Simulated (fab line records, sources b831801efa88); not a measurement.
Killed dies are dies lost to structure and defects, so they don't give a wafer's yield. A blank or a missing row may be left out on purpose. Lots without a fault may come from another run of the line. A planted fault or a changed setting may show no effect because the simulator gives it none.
Problem report in the 8D (eight disciplines) form, filled by code | flow sfq_line | the parts of the form that need people (team, actions taken, sign-off) are left out

1. THE PROBLEM
bias_w at SFQ_TRILAYER_I2_VIA_BARC_OPEN_VIA_ETCH_096 reads a mean of 86.95 W on 2 wafers of 2 lots; wafers without a fault read 80.01 W with a standard deviation of 0.24. That is +29 standard deviations from the usual mean.
The step: etches BARC in O2, target depth 125 nm, time 41.7 s.
First seen on wafer L361.1, day 47 01:10, on rie_diel-04. The record holds 42 wafers of 14 lots with a number at this step. Rule for "out", or "out of limits": more than 4 standard deviations from the usual mean. The other wafers with a number count as sound.

2. WHAT IT IS AND WHAT IT IS NOT
question                    | is                | is not
which readings at this step | bias_w            | drypump_motor_current_A, oes_product_au
which lots                  | L361, L362        | L347, L348, L349, L354, L355, L356, L360, L366, L367, L368, L369, L370
which wafers of those lots  | L361.1, L362.4    | L361.3, L361.6, L362.2, L362.3
read on which tools         | rie_diel-04       | rie_diel-01, rie_diel-02
when                        | from day 47 01:10 | up to then (23 sound wafers); but 17 sound wafers of L362, L366, L367, L368, L369, L370 came after

3. SUSPECTS, AND WHAT RULES EACH OUT
Counting: a tool at a process step up to the reading stays a suspect if it ran every lot that is out. Sound lots after the first of them don't rule it out here, since some wafers of a struck lot are sound.
- rie_diel-04 at SFQ_TRILAYER_I2_VIA_BARC_OPEN_VIA_ETCH_096 (etches BARC in O2, target depth 125 nm, time 41.7 s): kept. It ran every lot that is out, first L361 (day 47 01:10); its last sound lot up to then is L360 (day 45 23:10). Its own readings are out on those wafers: bias_w.
- Within rie_diel-04 at SFQ_TRILAYER_I2_VIA_BARC_OPEN_VIA_ETCH_096: the wafers that are out ran in chamber 3; their sound lot-mates ran in chambers 0, 1, 2.
Left after counting: rie_diel-04 at SFQ_TRILAYER_I2_VIA_BARC_OPEN_VIA_ETCH_096.

4. THE CAUSE (what the simulator had put in)
Process parameter drift: rie_diel-04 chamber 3, from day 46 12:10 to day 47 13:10, at SFQ_TRILAYER_I2_VIA_BARC_OPEN_VIA_ETCH_096. Setting bias_w, moved by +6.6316, from 80. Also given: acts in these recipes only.
Counting left only this tool.

5. THE CHAIN OF EFFECTS, in route order
Each row: a reading whose mean over the struck wafers that have a number lies more than 3 standard deviations from the usual. Only readings for which the record gives a usual standard deviation are gone through. hours: the time from each lot's start at the first step in this table that gives one to its start at this step, as a median over the lots. sigmas: the change in usual standard deviations.
hours | step                                       | reading | usual   | on struck wafers | change | sigmas
0     | SFQ_TRILAYER_I2_VIA_BARC_OPEN_VIA_ETCH_096 | bias_w  | 80.01 W | 86.95            | +6.94  | +29
The process steps in it:
- SFQ_TRILAYER_I2_VIA_BARC_OPEN_VIA_ETCH_096: etches BARC in O2, target depth 125 nm, time 41.7 s.

6. WHAT WOULD HAVE CAUGHT IT SOONER
In this record the first reading out of limits was taken at day 47 01:10, 13 hours after the fault began at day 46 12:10.
